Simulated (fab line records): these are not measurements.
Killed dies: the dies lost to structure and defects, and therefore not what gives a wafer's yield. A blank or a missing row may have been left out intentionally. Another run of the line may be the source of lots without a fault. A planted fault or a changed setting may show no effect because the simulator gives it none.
A single fault, viewed from 2 desks / flow gf180mcu / what lay behind the numbers comes last; until then each desk has only its own

## THE METROLOGY DESK
Means of the sampled wafers that have a number, per lot and without regard to the tool the lot ran on: this is what the gauges read. If a lot's mean is further than 4 standard deviations from the usual mean, the lot is out of limits and carries the mark OUT (the distance appears in the brackets).
Columns: A = M3_ALCU_RS at GF_M3_RS_MEAS_05, usual 0.0697 ohm/sq; B = M3_ALCU_THK at GF_M3_THK_MEAS_06, usual 445 nm
lot=L857; first seen here=day 22 04:57; A=0.0694; B=449
lot=L859; first seen here=day 22 17:28; A=0.0685; B=451
lot=L861; first seen here=day 23 15:38; A=0.0704; B=443
lot=L863; first seen here=day 24 04:50; A=0.0704; B=440
lot=L865; first seen here=day 24 16:26; A=0.0701; B=443
lot=L866; first seen here=day 25 00:16; A=0.0424 (-36) OUT; B=729 (+57) OUT
lot=L867; first seen here=day 25 08:57; A=0.0427 (-36) OUT; B=724 (+56) OUT
lot=L869; first seen here=day 25 21:35; A=0.0425 (-36) OUT; B=730 (+57) OUT
lot=L872; first seen here=day 26 20:41; A=0.0688; B=451
lot=L874; first seen here=day 27 14:59; A=0.0705; B=439
lot=L875; first seen here=day 27 18:06; A=0.0692; B=451
This desk reports L866, L867, L869 out of limits; the earliest was L866 at day 25 00:16 (M3_ALCU_RS at GF_M3_RS_MEAS_05). In limits: L857, L859, L861, L863, L865, L872, L874, L875.

## THE TOOL OWNER'S DESK: pvd-sputter-01
The tool's own readings at GF_M3_SPUTTER_02 (material AlCu, target thk 450 nm, time 23.9 s): means of the sampled wafers that have a number, for each lot that ran on this tool. If a lot's mean is further than 4 standard deviations from the usual mean, the lot is out of limits and carries the mark OUT (the distance appears in the brackets).
Columns: A = chamber-pressure-pa at GF_M3_SPUTTER_02, usual 0.4001 Pa; B = throttle-valve-pct at GF_M3_SPUTTER_02, usual 30.3 %
lot=L861; first seen here=day 23 15:32; A=0.4001; B=31.0
lot=L863; first seen here=day 24 04:44; A=0.3991; B=30.7
lot=L866; first seen here=day 25 00:11; A=0.3995; B=30.9
lot=L867; first seen here=day 25 08:52; A=0.3996; B=30.4
lot=L869; first seen here=day 25 21:30; A=0.4000; B=30.0
This desk found nothing out of limits on any of the 5 lots.

## PUT TOGETHER
L866, L867, L869 would have let the metrology desk raise an alarm at day 25 00:16.
The tool owner's desk saw nothing out of limits.
On record at the tool owner's desk: L866, L867, L869, within its limits.
Every lot named ran GF_M3_SPUTTER_02 on pvd-sputter-01.

## WHAT THE SIMULATOR HAD INSERTED
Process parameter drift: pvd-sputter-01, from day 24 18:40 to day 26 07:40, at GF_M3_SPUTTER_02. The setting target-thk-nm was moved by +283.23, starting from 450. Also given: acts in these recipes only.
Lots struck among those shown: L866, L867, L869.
Per desk, hours elapsed from the start of the fault to the first reading out of limits: for the metrology desk, 6.
